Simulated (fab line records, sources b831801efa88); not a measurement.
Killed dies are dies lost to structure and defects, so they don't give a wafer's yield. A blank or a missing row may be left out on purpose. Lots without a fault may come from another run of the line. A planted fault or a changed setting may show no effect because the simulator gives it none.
Chamber matching | flow sky130 | SKY_PASSIVATION_ETCH_11 on rie_diel-04: 4 sister chambers
The step etches the open film in CF4/O2, stops on AlCu, target depth 725 nm, time 161.1 s. 27 wafers are shown with their chamber, then 12 later ones without.

WAFERS WITH THEIR CHAMBER
wafer  | chamber | oes_product_au (a.u.) | throttle_valve_pct (%)
L074.1 | 2       | 0.974                 | 5.960
L074.4 | 1       | 0.974                 | 5.939
L074.6 | 2       | 0.970                 | 5.961
L075.4 | 1       | 0.971                 | 5.952
L075.5 | 2       | 0.978                 | 5.967
L075.6 | 1       | 0.973                 | 5.963
L077.2 | 0       | 0.967                 | 5.959
L077.3 | 2       | 0.966                 | 5.968
L077.5 | 3       | 0.972                 | 5.960
L079.4 | 1       | 0.986                 | 5.996
L079.5 | 3       | 0.980                 | 5.964
L079.6 | 2       | 0.969                 | 5.975
L080.1 | 1       | 0.961                 | 5.952
L080.4 | 0       | 0.982                 | 5.962
L080.5 | 1       | 0.966                 | 5.972
L082.1 | 3       | 0.975                 | 5.965
L082.2 | 0       | 0.972                 | 5.962
L082.4 | 2       | 0.974                 | 5.964
L086.1 | 2       | 0.972                 | 5.962
L086.4 | 3       | 0.980                 | 5.957
L086.5 | 3       | 0.969                 | 5.965
L087.1 | 1       | 0.973                 | 5.969
L087.2 | 3       | 0.962                 | 5.962
L087.5 | 0       | 0.983                 | 5.968
L084.2 | 1       | 0.967                 | 5.944
L084.3 | 3       | 0.984                 | 5.975
L084.4 | 2       | 0.989                 | 5.966

SIGNATURES (means of the wafers above)
reading            | chamber 0 | chamber 1 | chamber 2 | chamber 3 | scatter within a chamber
oes_product_au     | 0.97600   | 0.97137   | 0.97400   | 0.97457   | 0.00739
throttle_valve_pct | 5.96275   | 5.96087   | 5.96537   | 5.96400   | 0.0109
Rule: a wafer's distance from a chamber is the root of the sum, over the readings, of the square of ((its reading less the chamber's mean) divided by the reading's scatter). The wafer belongs to the nearest chamber; if the next one is less than 2 further off, it can't be placed. The scatter: the root of (the sum of the squares of (reading less its chamber's mean) over the shown wafers, divided by (wafers less chambers)).

WAFERS WITHOUT THEIR CHAMBER
wafer  | oes_product_au (a.u.) | throttle_valve_pct (%)
L092.2 | 0.972                 | 5.968
L092.4 | 0.991                 | 5.951
L092.5 | 0.979                 | 5.958
L091.1 | 0.972                 | 5.968
L091.3 | 0.970                 | 5.965
L091.5 | 0.966                 | 5.955
L093.1 | 0.963                 | 5.964
L093.4 | 0.983                 | 5.973
L093.5 | 0.969                 | 5.948
L095.1 | 0.975                 | 5.961
L095.2 | 0.974                 | 5.967
L095.4 | 0.979                 | 5.954

WHICH CHAMBER EACH WENT THROUGH
wafer  | from the rows above               | in truth
L092.2 | can't be placed: 2 or 3 or 1 or 0 | 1
L092.4 | can't be placed: 0 or 3 or 2 or 1 | 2
L092.5 | can't be placed: 0 or 3 or 2 or 1 | 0
L091.1 | can't be placed: 2 or 3 or 1 or 0 | 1
L091.3 | can't be placed: 1 or 2 or 3 or 0 | 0
L091.5 | can't be placed: 1 or 3 or 2 or 0 | 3
L093.1 | can't be placed: 1 or 2 or 3 or 0 | 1
L093.4 | can't be placed: 0 or 2 or 3 or 1 | 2
L093.5 | can't be placed: 1 or 3 or 0 or 2 | 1
L095.1 | can't be placed: 0 or 3 or 2 or 1 | 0
L095.2 | can't be placed: 2 or 3 or 0 or 1 | 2
L095.4 | can't be placed: 0 or 3 or 1 or 2 | 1
Placed correctly: 0 of 12. Can't be placed from these rows: 12 (the true chamber is among the candidates in 12). Placed wrongly: 0.
